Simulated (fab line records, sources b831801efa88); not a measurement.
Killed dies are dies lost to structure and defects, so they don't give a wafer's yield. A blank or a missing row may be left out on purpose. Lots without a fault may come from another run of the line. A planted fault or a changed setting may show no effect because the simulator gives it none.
One fault seen from 2 desks | flow gf180mcu | each desk has only its own numbers; what lay behind them comes last

THE METROLOGY DESK
What the gauges read, lot by lot, whatever tool the lot ran on: means of the sampled wafers that have a number. A lot is out of limits, marked OUT, if its mean lies more than 4 standard deviations from the usual mean; the brackets give that distance.
Columns: A = cd_nm at GF_PSD_CD_MEAS_07, usual 399.4 nm; B = NSD_RS at GF_PSD_RS_MEAS_14, usual 46.15 ohm/sq; C = PSD_RS at GF_PSD_RS_MEAS_15, usual 108.6 ohm/sq; D = CONTACT_CVD_02_THK at GF_CONTACT_THK_MEAS_03, usual 857 nm
lot  | first seen here | A     | B               | C               | D
L456 | day 15 00:56    | 401.7 | 43.73 (-24) OUT | 101.1 (-25) OUT | 842
L457 | day 15 08:31    | 397.7 | 43.63 (-25) OUT | 101.1 (-25) OUT | 849
L458 | day 15 15:38    | 398.9 | 46.12           | 108.5           | 848
L460 | day 16 14:05    | 399.9 | 43.67 (-25) OUT | 101.2 (-25) OUT | 837
L461 | day 17 04:02    | 397.3 | 46.16           | 108.8           | 871
L468 | day 19 11:37    | 401.1 | 46.20           | 108.5           | 855
L470 | day 19 20:29    | 398.0 | 46.08           | 108.4           | 863
L471 | day 20 09:49    | 398.8 | 46.17           | 108.5           | 857
L472 | day 20 11:44    | 396.6 | 46.21           | 108.8           | 853
L473 | day 21 00:28    | 400.2 | 46.34           | 109.0           | 870
L476 | day 22 03:02    | 397.2 | 46.18           | 108.6           | 845
L477 | day 22 10:23    | 404.6 | 46.29           | 109.1           | 844
This desk's finding: out of limits on L456, L457, L460; first on L456, day 15 01:32 (NSD_RS at GF_PSD_RS_MEAS_14). In limits: L458, L461, L468, L470, L471, L472, L473, L476, L477.

THE TOOL OWNER'S DESK: rtp_anneal-02
The tool's own readings at GF_PSD_RTA_13 (time 20 s): means of the sampled wafers that have a number, for each lot that ran on this tool. A lot is out of limits, marked OUT, if its mean lies more than 4 standard deviations from the usual mean; the brackets give that distance.
Columns: A = lamp_power_pct at GF_PSD_RTA_13, usual 29.9 %; B = wafer_temp_C_max at GF_PSD_RTA_13, usual 1029.7
lot  | first seen here | A    | B
L456 | day 15 01:28    | 32.1 | 1029.5
L457 | day 15 09:02    | 32.2 | 1029.4
L460 | day 16 14:37    | 32.2 | 1029.5
L468 | day 19 12:08    | 30.7 | 1028.8
L470 | day 19 21:00    | 30.7 | 1030.5
L472 | day 20 12:16    | 30.7 | 1030.1
L473 | day 21 00:59    | 30.7 | 1030.3
L476 | day 22 03:32    | 30.7 | 1029.7
L477 | day 22 10:55    | 30.7 | 1030.5
This desk's finding: nothing out of limits on any of the 9 lots.

PUT TOGETHER
The metrology desk could have raised an alarm at day 15 01:32, on L456, L457, L460.
The tool owner's desk saw nothing out of limits.
The tool owner's desk has L456, L457, L460 on record, within its limits.
Of the lots named, all ran GF_PSD_RTA_13 on rtp_anneal-02.

WHAT THE SIMULATOR HAD PUT IN
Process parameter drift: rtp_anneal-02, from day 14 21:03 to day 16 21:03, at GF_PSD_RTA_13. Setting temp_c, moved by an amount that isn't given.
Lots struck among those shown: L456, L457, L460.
Hours from the fault's start to each desk's first reading out of limits: the metrology desk, 4.
